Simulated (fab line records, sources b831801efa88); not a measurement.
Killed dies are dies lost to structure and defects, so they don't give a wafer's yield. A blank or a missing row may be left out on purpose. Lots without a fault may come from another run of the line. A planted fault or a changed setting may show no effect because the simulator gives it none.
fab line records | flow sfq_line
record lots=6 wafers=18 last_day=96
route steps=325 shown C5@240 M6@251 I6@266 M7@281 M8@325
lots that met no fault: from a run of the same line without faults
start_h: hours from the record's first day to the start of the lot's first wafer shown | wait_h: hours since the lot's step before | " the same as in the row above | L1.1+2: a row that stands for several wafers | - no value, or no start given | * or withheld: withheld | < > ~ a bound
route shown NAME@n: a module of which the file shows steps, and the number in the route of the first | usual: mean/standard deviation of fault-free wafers | same: alike in all rows | chamber/n: place in a boat | sites: the reading at each site | _std_site: their standard deviation | _edge_site: outer sites' mean less inner sites' | radius_mm: how far each site lies from the wafer's centre | mask NAME#n: copy n | behind: the tool/chamber that last shaped the wafer | hold: why the lot was held/for how many hours/how that ended | device: the transistor (n, p or np) that didn't switch | end of line: the same wafers' tests at the end of the route | a step without rows: its recipe alone | killed: dies lost to structure and defects at the first sort, not the wafer's yield | map: a wafer's dies, x killed, . not, _ none there
set.NAME: the setting as run; set.NAME@STEP: as run at that earlier step | model.NAME: the simulator's own value behind a step, which no gauge read
lots at some steps of the route; a table a step, a row a wafer
services: from which hour (start_h, from the record's first day; less than 0 if before it) a tool's chamber was out of use, for how many hours, and why
## steps
# step SFQ_TRILAYER_C5_LITHO_COAT_156
# recipe resist=BARC spin_rpm=3000 resist_thk_nm=62
# step SFQ_TRILAYER_C5_LITHO_COAT_151
# recipe resist=KrF spin_rpm=3000 resist_thk_nm=650
# step SFQ_TRILAYER_C5_LITHO_SOFTBAKE_155
# recipe temp_c=withheld time_s=withheld resist=KrF
# step SFQ_TRILAYER_C5_LITHO_EXPOSE_152
# recipe mask_id=C5 na=0.6 source_shape=conventional sigma_outer=0.65 target_cd_nm=500 dose_mj=21.3
# step SFQ_TRILAYER_C5_LITHO_PEB_154
# recipe peb_temp_c=115 peb_time_s=60 resist=KrF
# step SFQ_TRILAYER_C5_LITHO_DEVELOP_153
# recipe time_s=60 resist=KrF
# step SFQ_C5_OVL_MEAS_937
# usual C5_OVL=0/5.6
# columns lot.wafer tool chamber start_h wait_h C5_OVL[nm]
L990.2 overlay-02 - 1599.99 0.1 0
L990.3 " - " " 1
L990.4 " - " " -1
L995.1 overlay-02 - 1654.78 0.1 1
L995.2 " - " " -1
L995.5 " - " " 3
L997.1 overlay-01 - 1669.01 0.1 -5
L997.2 " - " " -7
L997.3 " - " " -8
L107.3 overlay-02 - 1869.43 0.1 0
L107.4 " - " " 10
L107.5 " - " " 4
L111.1 overlay-02 - 1897.47 0.1 8
L111.2 " - " " 3
L111.3 " - " " 4
L112.1 overlay-01 - 1902.69 0.1 -3
L112.3 " - " " 4
L112.4 " - " " -2
# step SFQ_TRILAYER_C5_BARC_OPEN_VIA_ETCH_210
# recipe mask_material=PR chemistry=O2 target_depth_nm=125 target=BARC source_w=500 bias_w=80 pressure_mtorr=30 time_s=41.7
# step SFQ_TRILAYER_C5_ETCH_VIA_ETCH_154
# recipe target=SiO2 mask_material=PR chemistry=CHF3 target_depth_nm=84 source_w=500 bias_w=78.11 pressure_mtorr=30 time_s=withheld stop_on=Nb
# step SFQ_TRILAYER_C5_STRIP_STRIP_155
# recipe gas=O2 power_w=200 platen_temp_c=40 overash_fraction=0.65 chemistry=O2 pressure_mtorr=50
# usual drypump_motor_current_A=5.77/0.24 oes_product_au=1.000/0.0083
# columns lot.wafer tool chamber start_h wait_h drypump_motor_current_A oes_product_au rf_hours_counter_h
L990.2 rie_metal-01 1 1600.11 - 5.91 1.013 48
L990.3 " 0 " " 5.61 1.006 -
L990.4 " 1 " " 5.90 1.018 -
L995.1 rie_metal-02 0 1654.95 - 5.47 0.987 45
L995.2 " 0 " " 5.46 0.995 -
L995.5 " 0 " " 5.48 0.986 -
L997.1 rie_metal-01 0 1669.13 - 5.64 1.001 21
L997.2 " 1 " " 5.86 1.007 59
L997.3 " 1 " " 5.87 1.008 -
L107.3 rie_metal-01 1 1869.74 - 5.85 1.004 -
L107.4 " 0 " " 5.62 0.996 -
L107.5 " 0 " " 5.63 1.003 -
L111.1 rie_metal-01 1 1897.60 - 5.88 1.007 85
L111.2 " 0 " " 5.63 0.997 50
L111.3 " 1 " " 5.86 1.007 -
L112.1 rie_metal-01 0 1902.82 - 5.64 1.000 51
L112.3 " 0 " " 5.63 1.002 -
L112.4 " 1 " " 5.85 1.008 -
# step SFQ_TRILAYER_C5_STRIP_SOLV_CLEAN_156
# recipe chemistry=NMP temp_c=70 time_s=600
# step SFQ_TRILAYER_M6_DEP_PRE_CLEAN_158
# recipe gas=Ar time_s=22.5 bias_v=250
# step SFQ_TRILAYER_M6_DEP_SPUTTER_157
# recipe material=Nb base_pressure_pa=1.33e-06 chamber_pressure_pa=0.1333 substrate_temp_c=20 target_thk_nm=200 power_w=2000 time_s=133.3
# usual throttle_valve_pct=29.7/0.81
# columns lot.wafer tool chamber start_h wait_h throttle_valve_pct model.Nb_of_TRILAYER_M6_DEP_SPUTTER_157.thk_nm
L990.2 pvd_sputter-03 - 1600.92 0.0 29.4 202.3
L990.3 " - " " 30.3 200.7
L990.4 " - " " 29.5 198.7
L995.1 pvd_sputter-03 - 1656.35 0.0 30.2 187.1
L995.2 " - " " 30.2 189.9
L995.5 " - " " 30.3 187
L997.1 pvd_sputter-03 - 1669.94 0.0 30.3 188.8
L997.2 " - " " 30.2 185.5
L997.3 " - " " 29.4 186.6
L107.3 pvd_sputter-04 - 1870.35 0.0 30.2 201
L107.4 " - " " 29.6 199.9
L107.5 " - " " 29.4 203.4
L111.1 pvd_sputter-04 - 1898.40 0.0 28.7 198.7
L111.2 " - " " 29.4 200.7
L111.3 " - " " 30.2 200.2
L112.1 pvd_sputter-04 - 1903.62 0.0 30.5 201.4
L112.3 " - " " 29.8 201.3
L112.4 " - " " 28.9 200.8
# step SFQ_M6_RS_MEAS_938
# recipe thk_meas_gauge=four-point-probe reads=Nb_of_TRILAYER_M6_DEP_SPUTTER_157
# usual M6_NB_RS=0.887/0.0068
# columns lot.wafer tool chamber start_h wait_h hold M6_NB_RS[ohm/sq]
L990.2 film_metro-04 - 1601.03 0.1 - 0.879
L990.3 " - " " - 0.886
L990.4 " - " " - 0.895
L995.1 film_metro-02 - 1656.44 0.0 await_dispo/0.2h/release 0.952
L995.2 " - " " await_dispo/0.2h/release 0.938
L995.5 " - " " await_dispo/0.2h/release 0.953
L995.1 film_metro-02 - 1656.73 0.3 - 0.952
L995.2 " - " " - 0.937
L995.5 " - " " - 0.954
L997.1 film_metro-04 - 1670.03 0.0 await_dispo/0.2h/release 0.944
L997.2 " - " " await_dispo/0.2h/release 0.960
L997.3 " - " " await_dispo/0.2h/release 0.953
L997.1 film_metro-04 - 1670.31 0.3 - 0.942
L997.2 " - " " - 0.958
L997.3 " - " " - 0.954
L107.3 film_metro-02 - 1870.48 0.1 - 0.886
L107.4 " - " " - 0.892
L107.5 " - " " - 0.875
L111.1 film_metro-04 - 1898.49 0.0 - 0.897
L111.2 " - " " - 0.888
L111.3 " - " " - 0.890
L112.1 film_metro-04 - 1903.71 0.0 - 0.883
L112.3 " - " " - 0.886
L112.4 " - " " - 0.886
# step SFQ_TRILAYER_M6_LITHO_COAT_159
# recipe resist=KrF spin_rpm=3000 resist_thk_nm=600
# step SFQ_TRILAYER_M6_LITHO_SOFTBAKE_163
# recipe temp_c=withheld time_s=withheld resist=KrF
# step SFQ_TRILAYER_M6_LITHO_EXPOSE_160
# recipe mask_id=M6 na=0.6 source_shape=conventional sigma_outer=0.65 target_cd_nm=500 dose_mj=14.4
# step SFQ_TRILAYER_M6_LITHO_PEB_162
# recipe peb_temp_c=115 peb_time_s=58.65 resist=KrF
# step SFQ_TRILAYER_M6_LITHO_DEVELOP_161
# recipe time_s=60 resist=KrF
# step SFQ_M6_OVL_MEAS_940
# usual M6_OVL=1/5.3
# columns lot.wafer tool chamber start_h wait_h M6_OVL[nm]
L990.2 overlay-02 - 1734.24 0.1 5
L990.3 " - " " 11
L990.4 " - " " 7
L995.1 overlay-01 - 1785.82 0.1 -4
L995.2 " - " " 0
L995.5 " - " " -3
L997.1 overlay-02 - 1801.69 0.1 -3
L997.2 " - " " 1
L997.3 " - " " -1
L107.3 overlay-02 - 1968.71 0.1 4
L107.4 " - " " 1
L107.5 " - " " 5
L111.1 overlay-02 - 1999.82 0.1 2
L111.2 " - " " 6
L111.3 " - " " -3
L112.1 overlay-01 - 2006.26 0.1 -13
L112.3 " - " " -11
L112.4 " - " " -5
# step SFQ_TRILAYER_M6_BARC_OPEN_METAL_ETCH_206
# recipe mask_material=PR chemistry=O2 target_depth_nm=125 target=BARC icp_w=600 bias_w=80 pressure_mtorr=10 time_s=41.7
# step SFQ_TRILAYER_M6_ETCH_METAL_ETCH_162
# recipe target=Nb stop_on=SiO2 mask_material=PR chemistry=Cl2/Ar target_depth_nm=240 icp_w=600 bias_w=80 pressure_mtorr=10 time_s=120
# usual drypump_motor_current_A=6.0/0.3 oes_product_au=0.896/0.0058
# columns lot.wafer tool chamber start_h wait_h drypump_motor_current_A oes_product_au rf_hours_counter_h
L990.2 rie_metal-01 1 1734.33 0.0 5.9 0.900 69
L990.3 " 0 " " 5.6 0.900 -
L990.4 " 1 " " 5.9 0.889 -
L995.1 rie_metal-01 1 1785.92 0.0 5.9 0.857 72
L995.2 " 0 " " 5.7 0.869 37
L995.5 " 1 " " 5.9 0.863 -
L997.1 rie_metal-03 0 1801.85 0.1 6.3 0.865 53
L997.2 " 0 " " 6.3 0.854 -
L997.3 " 0 " " 6.3 0.858 -
L107.3 rie_metal-04 1 1968.83 0.1 6.4 0.902 -
L107.4 " 0 " " 5.7 0.895 -
L107.5 " 1 " " 6.4 0.902 -
L111.1 rie_metal-04 0 1999.91 0.0 5.7 0.890 119
L111.2 " 1 " " 6.3 0.893 81
L111.3 " 0 " " 5.7 0.898 -
L112.1 rie_metal-03 0 2006.35 0.0 6.3 0.901 87
L112.3 " 1 " " 5.8 0.905 -
L112.4 " 0 " " 6.3 0.896 -
# step SFQ_TRILAYER_M6_STRIP_STRIP_163
# recipe gas=O2 power_w=200 platen_temp_c=40 overash_fraction=0.65 chemistry=O2 pressure_mtorr=50
# step SFQ_TRILAYER_M6_STRIP_SOLV_CLEAN_164
# recipe chemistry=NMP temp_c=70 time_s=600
# step SFQ_TRILAYER_I6_DEP_PECVD_165
# recipe material=SiO2 temp_c=150 time_s=111.11 pressure_torr=2.4 rf_w=183.3 precursor=SiH4/N2O target_thk_nm=500
# usual heater_power_w=90/18 throttle_valve_pct=24.5/1.6
# columns lot.wafer tool chamber start_h wait_h heater_power_w throttle_valve_pct
L990.2 pecvd-01 0 1735.23 0.0 84 26.3
L990.3 " 2 " " 75 23.4
L990.4 " 0 " " 87 26.2
L995.1 pecvd-04 1 1786.82 0.0 123 24.9
L995.2 " 0 " " 76 26.8
L995.5 " 1 " " 125 24.7
L997.1 pecvd-04 0 1803.47 0.0 78 26.5
L997.2 " 1 " " 128 24.9
L997.3 " 2 " " 88 25.5
L107.3 pecvd-04 2 1969.69 0.0 91 25.7
L107.4 " 2 " " 95 25.6
L107.5 " 1 " " 113 25.1
L111.1 pecvd-03 2 2000.81 0.0 100 22.4
L111.2 " 0 " " 58 23.3
L111.3 " 1 " " 103 23.5
L112.1 pecvd-01 2 2007.27 0.0 83 23.4
L112.3 " 1 " " 79 23.7
L112.4 " 2 " " 68 23.9
# step SFQ_TRILAYER_I6_CMP_CMP_166
# recipe material=SiO2 down_force_psi=3 platen_rpm=60 pad_velocity_m_s=0.94248
# usual motor_current_A=10.1/0.97 slurry_filter_dp_kPa=13.48/0.12 slurry_flow_ml_min=150.0/0.53 time_to_endpoint_s=216/7
# columns lot.wafer tool chamber start_h wait_h motor_current_A slurry_filter_dp_kPa slurry_flow_ml_min time_to_endpoint_s
L990.3 cmp-01 3 1735.31 0.0 9.6 13.44 149.6 204
L990.4 " 1 1736.31 1.0 9.7 13.28 149.9 210
L990.2 " 2 " " 10.9 13.38 149.6 208
L995.1 cmp-01 2 1786.90 0.0 11.4 13.61 150.0 210
L995.2 " 3 " " 10.0 13.60 149.3 212
L995.5 " 2 1788.90 2.0 10.3 13.53 149.9 217
L997.1 cmp-02 3 1803.55 0.0 9.2 13.57 149.6 215
L997.3 " 0 " " 8.3 13.58 150.9 219
L997.2 " 1 " " 12.1 13.40 150.1 209
L107.4 cmp-02 1 1970.27 0.5 11.5 13.43 151.1 217
L107.3 " 2 " " 10.7 13.32 150.4 213
L107.5 " 1 1972.27 2.5 11.6 13.32 150.5 209
L111.3 cmp-02 3 2002.07 1.2 8.8 13.40 151.1 210
L111.2 " 0 " " 8.4 13.46 149.6 215
L111.1 " 1 " " 11.2 13.53 148.9 218
L112.3 cmp-01 2 2009.24 1.9 10.8 13.51 149.9 215
L112.1 " 3 " " 9.6 13.41 149.7 215
L112.4 " 0 " " 10.0 13.41 150.4 223
# step SFQ_I6_BOW_MEAS_941
# recipe mode=bow
# usual I6_BOW=7/12
# columns lot.wafer tool chamber start_h wait_h I6_BOW[um]
L990.2 film_metro-04 - 1738.33 1.0 -2
L990.3 " - " " 10
L990.4 " - " " 4
L995.1 film_metro-03 - 1789.90 2.5 7
L995.2 " - " " 15
L995.5 " - " " 29
L997.1 film_metro-03 - 1806.55 2.5 -16
L997.2 " - " " 10
L997.3 " - " " 0
L107.3 film_metro-01 - 1972.81 1.5 15
L107.4 " - " " 12
L107.5 " - " " 23
L111.1 film_metro-01 - 2004.57 1.0 8
L111.2 " - " " 0
L111.3 " - " " 8
L112.1 film_metro-03 - 2012.24 2.0 4
L112.3 " - " " 13
L112.4 " - " " -11
# step SFQ_TRILAYER_I6_METRO_MEASURE_167
# step SFQ_TRILAYER_I6_VIA_LITHO_COAT_174
# recipe resist=BARC spin_rpm=3000 resist_thk_nm=62
# step SFQ_TRILAYER_I6_VIA_LITHO_COAT_169
# recipe resist=KrF spin_rpm=3000 resist_thk_nm=650
# step SFQ_TRILAYER_I6_VIA_LITHO_SOFTBAKE_173
# recipe temp_c=withheld time_s=withheld resist=KrF
# step SFQ_TRILAYER_I6_VIA_LITHO_EXPOSE_170
# recipe mask_id=I6 na=0.6 source_shape=conventional sigma_outer=0.65 target_cd_nm=700 dose_mj=21.3
# step SFQ_TRILAYER_I6_VIA_LITHO_PEB_172
# recipe peb_temp_c=115 peb_time_s=60 resist=KrF
# step SFQ_TRILAYER_I6_VIA_LITHO_DEVELOP_171
# recipe time_s=60 resist=KrF
# step SFQ_I6_OVL_MEAS_942
# usual I6_OVL=2/6.9
# columns lot.wafer tool chamber start_h wait_h I6_OVL[nm]
L990.2 overlay-02 - 1853.82 0.1 -5
L990.3 " - " " -4
L990.4 " - " " -7
L995.1 overlay-02 - 1887.42 0.1 13
L995.2 " - " " -5
L995.5 " - " " 8
L997.1 overlay-01 - 1900.62 0.1 -4
L997.2 " - " " 8
L997.3 " - " " 6
L107.3 overlay-01 - 1976.35 0.1 8
L107.4 " - " " 10
L107.5 " - " " 6
L111.1 overlay-01 - 2114.12 0.1 8
L111.2 " - " " 3
L111.3 " - " " 7
L112.1 overlay-02 - 2120.12 0.1 6
L112.3 " - " " 0
L112.4 " - " " 0
# step SFQ_TRILAYER_I6_VIA_BARC_OPEN_VIA_ETCH_235
# recipe mask_material=PR chemistry=O2 target_depth_nm=125 target=BARC source_w=500 bias_w=80 pressure_mtorr=30 time_s=43.26
# usual drypump_motor_current_A=6.0/0.38 oes_product_au=0.681/0.0048
# columns lot.wafer tool chamber start_h wait_h drypump_motor_current_A oes_product_au rf_hours_counter_h
L990.2 rie_diel-03 3 1853.85 0.0 6.2 0.679 2
L990.3 " 1 " " 5.5 0.685 20
L990.4 " 0 " " 6.4 0.683 13
L995.1 rie_diel-03 0 1887.45 0.0 6.4 0.686 14
L995.2 " 2 " " 6.5 0.677 15
L995.5 " 3 " " 6.2 0.678 -
L997.1 rie_diel-02 2 1900.65 0.0 6.3 0.688 16
L997.2 " 3 " " 6.4 0.678 19
L997.3 " 1 " " 5.7 0.685 6
L107.3 rie_diel-02 1 1976.37 0.0 5.7 0.685 7
L107.4 " 0 " " 6.1 0.692 3
L107.5 " 1 " " 5.7 0.680 -
L111.1 rie_diel-03 2 2114.15 0.0 6.5 0.672 18
L111.2 " 3 " " 6.2 0.682 5
L111.3 " 1 " " 5.5 0.691 3
L112.1 rie_diel-02 2 2120.15 0.0 6.3 0.678 18
L112.3 " 1 " " 5.7 0.680 8
L112.4 " 0 " " 6.1 0.670 3
# step SFQ_TRILAYER_I6_VIA_ETCH_VIA_ETCH_172
# recipe target=SiO2 stop_on=Nb mask_material=PR taper_deg=20 chemistry=CHF3 target_depth_nm=260 source_w=500 bias_w=80 pressure_mtorr=30 time_s=withheld
# usual drypump_motor_current_A=6.0/0.38 oes_product_au=0.854/0.0051
# columns lot.wafer tool chamber start_h wait_h drypump_motor_current_A oes_product_au model.Nb_of_TRILAYER_M6_DEP_SPUTTER_157.thk_nm
L990.2 rie_diel-03 3 1853.89 0.0 6.2 0.849 202.3
L990.3 " 1 " " 5.5 0.856 200.7
L990.4 " 0 " " 6.4 0.856 198.6
L995.1 rie_diel-03 0 1887.49 0.0 6.4 0.856 187.1
L995.2 " 2 " " 6.5 0.852 189.9
L995.5 " 3 " " 6.2 0.853 187
L997.1 rie_diel-02 2 1900.69 0.0 6.3 0.848 188.8
L997.2 " 3 " " 6.3 0.851 185.5
L997.3 " 1 " " 5.7 0.848 186.6
L107.3 rie_diel-02 1 1976.41 0.0 5.7 0.857 201
L107.4 " 0 " " 6.1 0.861 199.8
L107.5 " 1 " " 5.7 0.858 203.4
L111.1 rie_diel-03 2 2114.19 0.0 6.5 0.850 198.7
L111.2 " 3 " " 6.3 0.851 200.7
L111.3 " 1 " " 5.4 0.859 200.2
L112.1 rie_diel-02 2 2120.19 0.0 6.3 0.849 201.4
L112.3 " 1 " " 5.7 0.853 201.3
L112.4 " 0 " " 6.1 0.851 200.8
# step SFQ_TRILAYER_I6_VIA_STRIP_STRIP_173
# recipe gas=O2 power_w=200 platen_temp_c=40 overash_fraction=0.65 chemistry=O2 pressure_mtorr=50
# usual drypump_motor_current_A=6.0/0.33 oes_product_au=0.997/0.0075
# columns lot.wafer tool chamber start_h wait_h drypump_motor_current_A oes_product_au rf_hours_counter_h
L990.2 rie_metal-02 0 1854.01 - 5.4 0.997 67
L990.3 " 1 " " 6.0 0.992 -
L990.4 " 0 " " 5.5 0.987 -
L995.1 rie_metal-02 0 1887.61 - 5.5 1.003 72
L995.2 " 1 " " 6.0 0.995 25
L995.5 " 1 " " 6.0 0.996 -
L997.1 rie_metal-04 1 1900.81 - 6.4 0.995 67
L997.2 " 0 " " 5.7 0.985 104
L997.3 " 0 " " 5.7 0.999 -
L107.3 rie_metal-04 0 1976.73 - 5.7 1.001 -
L107.4 " 1 " " 6.3 0.999 -
L107.5 " 1 " " 6.4 0.990 -
L111.1 rie_metal-02 0 2114.31 - 5.4 0.986 102
L111.2 " 1 " " 6.0 0.995 55
L111.3 " 1 " " 6.0 1.002 -
L112.1 rie_metal-03 1 2120.31 - 5.8 0.998 45
L112.3 " 0 " " 6.3 1.003 -
L112.4 " 1 " " 5.8 0.998 -
# step SFQ_TRILAYER_I6_VIA_STRIP_SOLV_CLEAN_174
# recipe chemistry=NMP temp_c=70 time_s=600
# step SFQ_TRILAYER_M7_DEP_PRE_CLEAN_176
# recipe gas=Ar time_s=22.5 bias_v=250
# step SFQ_M8_BOW_MEAS_951
# recipe mode=bow
# usual M8_BOW=10/11
# columns lot.wafer tool chamber start_h wait_h M8_BOW[um] model.etest.m6.ohm_um model.etest.i5.link_ohm model.etest.m6.ohm_sq model.etest.i6.link_ohm
L990.2 film_metro-02 - 2066.52 0.0 1 1.746 2.246 0.8798 1.868
L990.3 " - " " 12 1.755 2.268 0.887 1.866
L990.4 " - " " 5 1.779 2.271 0.8961 1.886
L995.1 film_metro-03 - 2105.96 0.0 7 1.887 2.338 0.9514 1.933
L995.2 " - " " 16 1.858 2.323 0.9376 1.926
L995.5 " - " " 29 1.885 2.329 0.9518 1.935
L997.1 film_metro-02 - 2123.82 0.0 -9 1.859 2.355 0.9429 1.927
L997.2 " - " " 17 1.899 2.367 0.9598 1.94
L997.3 " - " " 6 1.881 2.366 0.954 1.946
L107.3 film_metro-02 - 2245.57 0.0 16 1.763 2.256 0.8858 1.865
L107.4 " - " " 13 1.766 2.262 0.8908 1.867
L107.5 " - " " 24 1.742 2.238 0.8753 1.86
L111.1 film_metro-03 - 2293.74 0.0 8 1.764 2.282 0.8961 1.895
L111.2 " - " " 1 1.755 2.285 0.8869 1.891
L111.3 " - " " 9 1.754 2.287 0.8893 1.896
L112.1 film_metro-03 - 2296.14 0.0 7 1.751 2.261 0.8838 1.865
L112.3 " - " " 16 1.756 2.259 0.8842 1.876
L112.4 " - " " -7 1.757 2.253 0.8865 1.871
## services
# columns tool chamber start_h hours kind
rie_diel-02 - 1594.62 15.6 pm
rie_diel-03 3 1610.17 3.7 repair
rie_diel-02 0 1610.46 9.6 repair
rie_diel-03 1 1622.19 13.3 repair
rie_diel-02 2 1623.74 3.5 repair
rie_diel-03 2 1683.82 1.4 repair
rie_diel-02 - 1692.82 0.1 repair
rie_diel-03 3 1705.30 2.5 repair
rie_diel-02 1 1733.08 4.8 repair
rie_metal-01 1 1739.91 20.6 repair
rie_diel-03 - 1752.95 0.3 repair
rie_diel-02 0 1761.41 5.0 repair
rie_diel-02 0 1801.58 7.9 repair
rie_diel-03 - 1832.42 0.4 repair
rie_diel-02 2 1838.16 2.4 repair
rie_diel-03 1 1842.24 1.8 repair
rie_diel-03 1 1863.77 3.5 repair
rie_diel-03 2 1871.99 2.0 repair
rie_metal-01 1 1904.63 17.5 repair
rie_diel-02 0 1924.44 11.1 repair
rie_diel-03 0 1941.48 1.9 repair
rie_diel-03 2 1956.04 7.9 repair
rie_diel-03 3 1991.80 4.3 repair
rie_diel-02 - 2000.79 0.2 repair
## key
first_sign step=SFQ_M6_RS_MEAS_938 reading=visit direction=added
effect step=SFQ_M6_RS_MEAS_938 reading=M6_NB_RS direction=up sigmas=9.2 usual=0.887 struck=0.950
effect step=SFQ_TRILAYER_M6_ETCH_METAL_ETCH_162 reading=oes_product_au direction=down sigmas=6.1 usual=0.896 struck=0.861
model_effect step=SFQ_TRILAYER_M6_DEP_SPUTTER_157 value=Nb_of_TRILAYER_M6_DEP_SPUTTER_157.thk_nm without=200.6 struck=187.5
model_effect step=SFQ_TRILAYER_I6_VIA_ETCH_VIA_ETCH_172 value=Nb_of_TRILAYER_M6_DEP_SPUTTER_157.thk_nm without=200.6 struck=187.5
model_effect step=SFQ_M8_BOW_MEAS_951 value=etest.m6.ohm_um without=1.756 struck=1.878
met_at SFQ_TRILAYER_M6_DEP_SPUTTER_157
struck_wafers L995.1,L995.2,L995.5,L997.1,L997.2,L997.3
onset_between 1600.92 1656.35
fault kind=process_parameter_drift tool=pvd_sputter-03 chamber=- onset_h=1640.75 steps=SFQ_TRILAYER_M6_DEP_SPUTTER_157 channel=target_thk_nm offset=-13.112 shape=step end_h=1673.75 acts_in=these_recipes_only stated=200
